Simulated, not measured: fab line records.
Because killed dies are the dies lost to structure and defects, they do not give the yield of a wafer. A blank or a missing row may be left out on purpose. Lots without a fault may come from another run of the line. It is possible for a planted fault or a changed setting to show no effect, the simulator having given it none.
Matching of chambers    flow gf180mcu    GF_V2_CMP_26 on cmp-02 has 4 sister chambers
The step polishes, stops on SiO2, t overpolish 15 s, target thk 0 nm. 8 wafers are shown with their chamber, then 8 later ones without.

## WAFERS, EACH WITH ITS CHAMBER
wafer   chamber  motor-current-A (A)  time-to-endpoint-s (s)
L079.2  1        12.7                 84
L083.1  2        11.0                 86
L083.5  3        11.2                 86
L083.6  2        11.6                 86
L084.2  0        11.7                 83
L084.4  1        12.9                 84
L084.5  0        12.0                 84
L086.1  3        11.0                 87

## WAFERS MISSING THEIR CHAMBER
wafer   motor-current-A (A)  time-to-endpoint-s (s)
L086.2  13.3                 90
L086.4  11.5                 84
L090.2  11.1                 82
L090.4  11.3                 87
L090.5  12.9                 84
L095.1  11.1                 80
L095.4  11.9                 84
L095.5  11.2                 84

## WHICH CHAMBER EACH WENT THROUGH
wafer    from the rows above            in truth
L086.2   can't be placed: 3 or 2 or 1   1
L086.4   0                              0
L090.2   0                              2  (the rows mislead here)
L090.4   can't be placed: 3 or 2        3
L090.5   1                              1
L095.1   0                              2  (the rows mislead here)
L095.4   0                              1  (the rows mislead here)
L095.5   can't be placed: 0 or 2        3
2 of 8 placed correctly. Not placeable from these rows: 3 (in 2, the candidates include the true chamber). Wrongly placed: 3.
How it was worked out, from the rows above alone: a wafer's distance from a chamber is the root of the sum, over the readings, of the square of ((its reading less the chamber's mean) divided by the reading's scatter). If the next closest chamber is less than 2 further off than the closest, the wafer can't be placed; otherwise it belongs to the closest. The mean given for a chamber averages the wafers shown for that chamber. The scatter is the square root of a quotient: the sum, over the shown wafers, of each reading's squared deviation from its chamber's mean, divided by wafers minus chambers.
